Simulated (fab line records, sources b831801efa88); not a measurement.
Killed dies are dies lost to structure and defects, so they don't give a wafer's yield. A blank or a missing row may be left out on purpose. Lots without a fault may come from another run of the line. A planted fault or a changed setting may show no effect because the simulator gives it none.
fab line records | flow sky130
record lots=6 wafers=18 last_day=50
route steps=708 shown SONOS_TUNNEL@166 SONOS_ONO@168
lots that met no fault: from a run of the same line without faults
start_h: hours from the record's first day to the start of the lot's first wafer shown | wait_h: hours since the lot's step before | " the same as in the row above | L1.1+2: a row that stands for several wafers | - no value, or no start given | * or withheld: withheld | < > ~ a bound
route shown NAME@n: a module of which the file shows steps, and the number in the route of the first | usual: mean/standard deviation of fault-free wafers | same: alike in all rows | chamber/n: place in a boat | sites: the reading at each site | _std_site: their standard deviation | _edge_site: outer sites' mean less inner sites' | radius_mm: how far each site lies from the wafer's centre | mask NAME#n: copy n | behind: the tool/chamber that last shaped the wafer | hold: why the lot was held/for how many hours/how that ended | device: the transistor (n, p or np) that didn't switch | end of line: the same wafers' tests at the end of the route | a step without rows: its recipe alone | killed: dies lost to structure and defects at the first sort, not the wafer's yield | map: a wafer's dies, x killed, . not, _ none there
set.NAME: the setting as run; set.NAME@STEP: as run at that earlier step | model.NAME: the simulator's own value behind a step, which no gauge read
lots at some steps of the route; a table a step, a row a wafer
services: from which hour (start_h, from the record's first day; less than 0 if before it) a tool's chamber was out of use, for how many hours, and why
## steps
# step SKY_SONOS_TUNNEL_TW_MEAS_12
# usual SONOS_TUNNEL_TW=196.6/1.3
# columns lot.wafer tool chamber start_h wait_h SONOS_TUNNEL_TW
L850.1 film_metro-02 - 268.06 0.0 195.6
L850.2 " - " " 196.3
L850.4 " - " " 195.8
L856.1 film_metro-04 - 314.11 0.0 198.9
L856.3 " - " " 199.2
L856.4 " - " " 198.3
L862.4 film_metro-02 - 358.44 0.0 194.7
L862.5 " - " " 195.3
L862.6 " - " " 196.0
L863.1 film_metro-02 - 363.76 0.0 194.8
L863.2 " - " " 195.1
L863.6 " - " " 195.8
L865.2 film_metro-04 - 376.38 0.0 196.1
L865.4 " - " " 196.8
L865.5 " - " " 197.7
L869.2 film_metro-01 - 412.59 0.0 197.0
L869.4 " - " " 197.6
L869.5 " - " " 197.9
# step SKY_SONOS_TUNNEL_CLEAN_13
# recipe chemistry=dHF time_s=20 dilution=100:1 dry=ipa_marangoni
# step SKY_SONOS_ONO_OXIDATION_00
# recipe temp_c=800 ambient=O2 idle_temp_c=700 ramp_up_c_per_min=10 ramp_down_c_per_min=3 stabilise_s=600 purge_s=300 target_thk_a=26 ox_time_s=1249
# step SKY_SONOS_ONO_THK_MEAS_01
# recipe reads=SiO2_of_SONOS_ONO_OXIDATION_00
# usual SONOS_ONO_OXIDATION_THK=2.63/0.05
# columns lot.wafer tool chamber start_h wait_h SONOS_ONO_OXIDATION_THK[nm]
L850.1 film_metro-01 - 270.21 0.0 2.61
L850.2 " - " " 2.58
L850.4 " - " " 2.62
L856.1 film_metro-03 - 320.46 0.0 2.63
L856.3 " - " " 2.63
L856.4 " - " " 2.62
L862.4 film_metro-03 - 360.30 0.0 2.62
L862.5 " - " " 2.56
L862.6 " - " " 2.59
L863.1 film_metro-01 - 366.51 0.0 2.66
L863.2 " - " " 2.68
L863.6 " - " " 2.69
L865.2 film_metro-03 - 379.45 0.0 2.70
L865.4 " - " " 2.71
L865.5 " - " " 2.69
L869.2 film_metro-01 - 414.13 0.0 2.60
L869.4 " - " " 2.65
L869.5 " - " " 2.52
# step SKY_SONOS_ONO_CVD_02
# recipe material=Si3N4 precursor=DCS/NH3 target_thk_nm=10.5 temp_c=770 time_s=180 pressure_mtorr=250
# step SKY_SONOS_ONO_THK_MEAS_03
# recipe reads=Si3N4_of_SONOS_ONO_CVD_02
# usual SONOS_ONO_CVD_02_THK=10.51/0.13
# columns lot.wafer tool chamber start_h wait_h SONOS_ONO_CVD_02_THK[nm]
L850.1 film_metro-03 - 271.32 0.0 10.74
L850.2 " - " " 10.83
L850.4 " - " " 10.68
L856.1 film_metro-02 - 321.57 0.0 10.35
L856.3 " - " " 10.33
L856.4 " - " " 10.31
L862.4 film_metro-03 - 361.41 0.0 10.59
L862.5 " - " " 10.32
L862.6 " - " " 10.46
L863.1 film_metro-02 - 368.02 0.0 10.57
L863.2 " - " " 10.67
L863.6 " - " " 10.53
L865.2 film_metro-02 - 380.78 0.0 10.47
L865.4 " - " " 10.52
L865.5 " - " " 10.57
L869.2 film_metro-03 - 418.23 0.0 10.49
L869.4 " - " " 10.40
L869.5 " - " " 10.43
# step SKY_SONOS_ONO_CVD_04
# recipe material=SiO2 precursor=SiH4/N2O target_thk_nm=5.7199 temp_c=900 pressure_mtorr=400
# step SKY_SONOS_ONO_THK_MEAS_05
# recipe reads=SiO2_of_SONOS_ONO_CVD_04
# usual SONOS_ONO_CVD_04_THK=5.80/0.12
# columns lot.wafer tool chamber start_h wait_h SONOS_ONO_CVD_04_THK[nm]
L850.1 film_metro-01 - 272.63 0.0 5.68
L850.2 " - " " 5.68
L850.4 " - " " 5.70
L856.1 film_metro-01 - 322.88 0.0 5.60
L856.3 " - " " 5.68
L856.4 " - " " 5.54
L862.4 film_metro-02 - 362.72 0.0 5.77
L862.5 " - " " 5.74
L862.6 " - " " 5.67
L863.1 film_metro-03 - 369.33 0.0 5.78
L863.2 " - " " 5.80
L863.6 " - " " 5.87
L865.2 film_metro-02 - 382.09 0.0 5.86
L865.4 " - " " 5.80
L865.5 " - " " 5.81
L869.2 film_metro-01 - 419.54 0.0 5.77
L869.4 " - " " 5.78
L869.5 " - " " 5.75
# step SKY_SONOS_ONO_DEHYDRATE_06
# recipe temp_c=200 time_s=60
# step SKY_SONOS_ONO_HMDS_07
# recipe prime_time_s=60 prime_temp_c=120
# step SKY_SONOS_ONO_COAT_08
# recipe resist=NOVOLAK spin_rpm=3000 resist_thk_nm=1140
# step SKY_SONOS_ONO_SOFTBAKE_09
# recipe temp_c=90 time_s=60 resist=NOVOLAK
# step SKY_SONOS_ONO_EXPOSE_10
# recipe mask_id=ONOM target_cd_nm=410 na=0.6 source_shape=conventional sigma_outer=0.6 dose_mj=150
# usual exposure_dose_mJ_cm2=149.94/0.16 focus_offset_nm=0.0/0.55 stage_vel_mm_s=499.99/0.26
# columns lot.wafer tool chamber start_h wait_h mask exposure_dose_mJ_cm2 focus_offset_nm stage_vel_mm_s
L850.1 iline_stepper-01 0 285.09 - ONOM#0 149.97 1.2 499.95
L850.2 " 0 " " ONOM#0 149.89 0.4 500.07
L850.4 " 0 " " ONOM#0 150.02 0.4 500.24
L856.1 iline_stepper-02 0 334.93 - ONOM#0 149.95 -1.6 499.99
L856.3 " 0 " " ONOM#0 149.93 -1.1 499.91
L856.4 " 0 " " ONOM#0 150.08 -1.1 499.99
L862.4 iline_stepper-02 - 376.20 - ONOM#0 - - -
L862.5 " - " " ONOM#0 - - -
L862.6 " - " " ONOM#0 - - -
L863.1 iline_stepper-02 - 383.56 - ONOM#0 - - -
L863.2 " - " " ONOM#0 - - -
L863.6 " - " " ONOM#0 - - -
L865.2 iline_stepper-01 0 395.80 - ONOM#0 149.68 0.5 499.57
L865.4 " 0 " " ONOM#0 149.75 0.4 499.69
L865.5 " 0 " " ONOM#0 149.84 -0.4 499.91
L869.2 iline_stepper-02 0 434.44 - ONOM#0 150.07 -1.2 500.13
L869.4 " 0 " " ONOM#0 150.20 0.3 500.35
L869.5 " 0 " " ONOM#0 150.24 -0.5 500.07
# step SKY_SONOS_ONO_PEB_11
# recipe temp_c=withheld time_s=* resist=NOVOLAK
## services
# columns tool chamber start_h hours kind
iline_stepper-02 - 286.30 3.4 repair
iline_stepper-02 0 317.37 - calibration
iline_stepper-01 - 327.72 4.4 pm
iline_stepper-01 - 355.72 8.9 pm
iline_stepper-01 0 366.07 - calibration
iline_stepper-01 - 419.51 4.5 repair
iline_stepper-01 - 433.90 8.5 repair
## key
first_sign step=SKY_SONOS_ONO_EXPOSE_10 reading=tool_record direction=missing
effect none on later readings
met_at SKY_SONOS_ONO_EXPOSE_10
struck_wafers L862.4,L862.5,L862.6,L863.1,L863.2,L863.6
later_rows_left_out L862.4,L862.5,L862.6,L863.1,L863.2,L863.6
sort_left_out L862.4,L862.5,L862.6,L863.1,L863.2,L863.6
tester_left_out L862,L863
onset_between 334.93 376.20
fault kind=skipped_step_whole tool=iline_stepper-02 chamber=- onset_h=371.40 steps=SKY_SONOS_ONO_EXPOSE_10 scope=struck_lots_only
# tester_left_out: of these lots the tester's yield and bins aren't shown, on N5 and GAA mostly nor the transistor test; their killed dies are dies lost to structure and defects alone, not to doping, threshold or leakage, so they don't give the yield
# sort_left_out: the simulated sort isn't trusted on such a fault, so these wafers' sort isn't shown, and their yield isn't known
# later_rows_left_out: the simulator's readings of these wafers behind a module that went badly wrong aren't trusted and aren't shown, but for the sort
